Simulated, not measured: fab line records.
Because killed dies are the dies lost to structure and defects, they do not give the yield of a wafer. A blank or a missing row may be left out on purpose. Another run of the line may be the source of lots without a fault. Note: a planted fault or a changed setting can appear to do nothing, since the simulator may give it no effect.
What tool caused it? || flow sky130 || 27 wafers from 9 lots sampled at 5 of the route's 708 steps

WHAT EACH GAUGE READ, for each wafer
SKY_METAL4_OVL_MEAS_14.
{"lot": "L120", "measured": "day 42 03:56", "on": "overlay-01", "METAL4_OVL (nm)": "0 -3 3"}
{"lot": "L121", "measured": "day 42 06:27", "on": "overlay-02", "METAL4_OVL (nm)": "5 8 4"}
{"lot": "L123", "measured": "day 43 04:29", "on": "overlay-02", "METAL4_OVL (nm)": "-8 -7 -8"}
{"lot": "L128", "measured": "day 44 07:05", "on": "overlay-01", "METAL4_OVL (nm)": "1 -3 -1"}
{"lot": "L135", "measured": "day 46 11:08", "on": "overlay-01", "METAL4_OVL (nm)": "9 0 8"}
{"lot": "L138", "measured": "day 46 23:26", "on": "overlay-01", "METAL4_OVL (nm)": "4 4 5"}
{"lot": "L139", "measured": "day 47 05:39", "on": "overlay-01", "METAL4_OVL (nm)": "4 1 -1"}
{"lot": "L142", "measured": "day 47 21:44", "on": "overlay-01", "METAL4_OVL (nm)": "0 3 5"}
{"lot": "L140", "measured": "day 47 23:35", "on": "overlay-02", "METAL4_OVL (nm)": "-6 -5 0"}

SKY_VIA4_BOW_MEAS_03.
{"lot": "L120", "measured": "day 42 05:26", "on": "film-metro-01", "VIA4_BOW (um)": "83 74 86"}
{"lot": "L121", "measured": "day 42 08:18", "on": "film-metro-03", "VIA4_BOW (um)": "75 84 68"}
{"lot": "L123", "measured": "day 43 06:16", "on": "film-metro-04", "VIA4_BOW (um)": "94 92 74"}
{"lot": "L128", "measured": "day 44 08:34", "on": "film-metro-03", "VIA4_BOW (um)": "81 63 87"}
{"lot": "L135", "measured": "day 46 12:41", "on": "film-metro-01", "VIA4_BOW (um)": "82 79 80"}
{"lot": "L138", "measured": "day 47 01:12", "on": "film-metro-03", "VIA4_BOW (um)": "86 70 75"}
{"lot": "L139", "measured": "day 47 07:09", "on": "film-metro-03", "VIA4_BOW (um)": "83 86 74"}
{"lot": "L142", "measured": "day 47 23:38", "on": "film-metro-04", "VIA4_BOW (um)": "72 73 93"}
{"lot": "L140", "measured": "day 48 01:07", "on": "film-metro-03", "VIA4_BOW (um)": "92 68 80"}

SKY_METAL5_RS_MEAS_05: uses a four-point probe to measure.
{"lot": "L120", "measured": "day 43 06:12", "on": "film-metro-03", "METAL5_ALCU_RS (ohm/sq)": "0.02699 0.02706 0.02704"}
{"lot": "L121", "measured": "day 43 08:57", "on": "film-metro-02", "METAL5_ALCU_RS (ohm/sq)": "0.02725 0.02711 0.02673"}
{"lot": "L123", "measured": "day 44 05:35", "on": "film-metro-03", "METAL5_ALCU_RS (ohm/sq)": "0.02671 0.02717 0.02676"}
{"lot": "L128", "measured": "day 45 07:38", "on": "film-metro-02", "METAL5_ALCU_RS (ohm/sq)": "0.02747 0.02724 0.02731"}
{"lot": "L135", "measured": "day 47 10:41", "on": "film-metro-01", "METAL5_ALCU_RS (ohm/sq)": "0.02651 0.0243 0.024"}
{"lot": "L138", "measured": "day 47 22:16", "on": "film-metro-03", "METAL5_ALCU_RS (ohm/sq)": "0.02666 0.02417 0.02706"}
{"lot": "L139", "measured": "day 48 05:16", "on": "film-metro-01", "METAL5_ALCU_RS (ohm/sq)": "0.0269 0.02672 0.0272"}
{"lot": "L142", "measured": "day 48 19:28", "on": "film-metro-03", "METAL5_ALCU_RS (ohm/sq)": "0.02701 0.02706 0.02699"}
{"lot": "L140", "measured": "day 48 21:00", "on": "film-metro-02", "METAL5_ALCU_RS (ohm/sq)": "0.02729 0.02752 0.02744"}

SKY_METAL5_THK_MEAS_06: measures by xrf.
{"lot": "L120", "measured": "day 43 06:19", "on": "film-metro-03", "METAL5_ALCU_THK (nm)": "1131 1123 1130"}
{"lot": "L121", "measured": "day 43 09:03", "on": "film-metro-02", "METAL5_ALCU_THK (nm)": "1128 1134 1146"}
{"lot": "L123", "measured": "day 44 05:42", "on": "film-metro-03", "METAL5_ALCU_THK (nm)": "1137 1118 1143"}
{"lot": "L128", "measured": "day 45 07:46", "on": "film-metro-02", "METAL5_ALCU_THK (nm)": "1123 1130 1118"}
{"lot": "L135", "measured": "day 47 10:49", "on": "film-metro-01", "METAL5_ALCU_THK (nm)": "1150 1248 1273"}
{"lot": "L138", "measured": "day 47 22:23", "on": "film-metro-03", "METAL5_ALCU_THK (nm)": "1144 1264 1133"}
{"lot": "L139", "measured": "day 48 05:22", "on": "film-metro-01", "METAL5_ALCU_THK (nm)": "1128 1130 1119"}
{"lot": "L142", "measured": "day 48 19:35", "on": "film-metro-03", "METAL5_ALCU_THK (nm)": "1127 1128 1129"}
{"lot": "L140", "measured": "day 48 21:07", "on": "film-metro-02", "METAL5_ALCU_THK (nm)": "1118 1113 1112"}

WHAT TOOL EACH LOT RAN ON (gives the tool, then ch and the chambers of the sampled wafers, and finally the start)
{"lot": "L120", "SKY_METAL5_SPUTTER_02": "pvd-sputter-01, day 43 06:04"}
{"lot": "L121", "SKY_METAL5_SPUTTER_02": "pvd-sputter-04, day 43 08:47"}
{"lot": "L123", "SKY_METAL5_SPUTTER_02": "pvd-sputter-01, day 44 05:28"}
{"lot": "L128", "SKY_METAL5_SPUTTER_02": "pvd-sputter-01, day 45 07:32"}
{"lot": "L135", "SKY_METAL5_SPUTTER_02": "pvd-sputter-01, day 47 10:34"}
{"lot": "L138", "SKY_METAL5_SPUTTER_02": "pvd-sputter-01, day 47 22:09"}
{"lot": "L139", "SKY_METAL5_SPUTTER_02": "pvd-sputter-02, day 48 05:07"}
{"lot": "L142", "SKY_METAL5_SPUTTER_02": "pvd-sputter-02, day 48 19:20"}
{"lot": "L140", "SKY_METAL5_SPUTTER_02": "pvd-sputter-02, day 48 20:53"}
- SKY_METAL5_SPUTTER_02: material AlCu, target thk 1150 nm, time 61.2 s.

WHAT THE TOOLS THEMSELVES READ (means of the sampled wafers that have a number; where no wafer has one, the mark that the record gives instead)
SKY_METAL5_SPUTTER_02.
{"lot": "L120", "tool": "pvd-sputter-01", "chamber-pressure-pa (Pa)": 0.3995, "throttle-valve-pct (%)": 29.5}
{"lot": "L121", "tool": "pvd-sputter-04", "chamber-pressure-pa (Pa)": 0.4008, "throttle-valve-pct (%)": 28.6}
{"lot": "L123", "tool": "pvd-sputter-01", "chamber-pressure-pa (Pa)": 0.4007, "throttle-valve-pct (%)": 28.9}
{"lot": "L128", "tool": "pvd-sputter-01", "chamber-pressure-pa (Pa)": 0.3989, "throttle-valve-pct (%)": 29.1}
{"lot": "L135", "tool": "pvd-sputter-01", "chamber-pressure-pa (Pa)": 0.3998, "throttle-valve-pct (%)": 28.9}
{"lot": "L138", "tool": "pvd-sputter-01", "chamber-pressure-pa (Pa)": 0.3998, "throttle-valve-pct (%)": 29.2}
{"lot": "L139", "tool": "pvd-sputter-02", "chamber-pressure-pa (Pa)": 0.3998, "throttle-valve-pct (%)": 28.6}
{"lot": "L142", "tool": "pvd-sputter-02", "chamber-pressure-pa (Pa)": 0.4001, "throttle-valve-pct (%)": 29.3}
{"lot": "L140", "tool": "pvd-sputter-02", "chamber-pressure-pa (Pa)": 0.4007, "throttle-valve-pct (%)": 30.1}

THE ANSWER, worked out from the rows above alone
Rule: the usual values come from the lots themselves. The widest of any qualifying gaps counts: lots, ordered by their means at a reading, are off when they make up no more than a third of the lots, leave a main group of 4 or more, and stand apart from it by 3 or more times the standard deviation of that group's means. The tables above print the reading to a certain number of digits; a main group whose means all agree to those digits is not used. A lot without any number at a reading at which 4 lots or more have one is off too. The other lots that the step has rows for count as sound. After the gauges, taken in route order, come the tools' own readings; for these a lot's mean is taken, as printed above. The first step at which some lot is off is used, and at that step the reading that is off furthest; a lot without a number counts as furthest.
Off: at SKY_METAL5_RS_MEAS_05 (METAL5_ALCU_RS), L135, L138. The main group: mean 0.02709 ohm/sq, standard deviation 0.00019.
A tool fits if, at a process step before that reading, it ran every lot that is off, and no sound lot after the first of them. Gauges at SKY_METAL5_RS_MEAS_05: tried the same way as those tools. One candidate fits, namely pvd-sputter-01 at SKY_METAL5_SPUTTER_02. Its last sound lot is L128 (day 45 07:32), its first lot that is off L135 (day 47 10:34): a fault that began between those two fits.

WHAT THE SIMULATOR PUT IN
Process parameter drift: pvd-sputter-01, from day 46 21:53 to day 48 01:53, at SKY_METAL5_SPUTTER_02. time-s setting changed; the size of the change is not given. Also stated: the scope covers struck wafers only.
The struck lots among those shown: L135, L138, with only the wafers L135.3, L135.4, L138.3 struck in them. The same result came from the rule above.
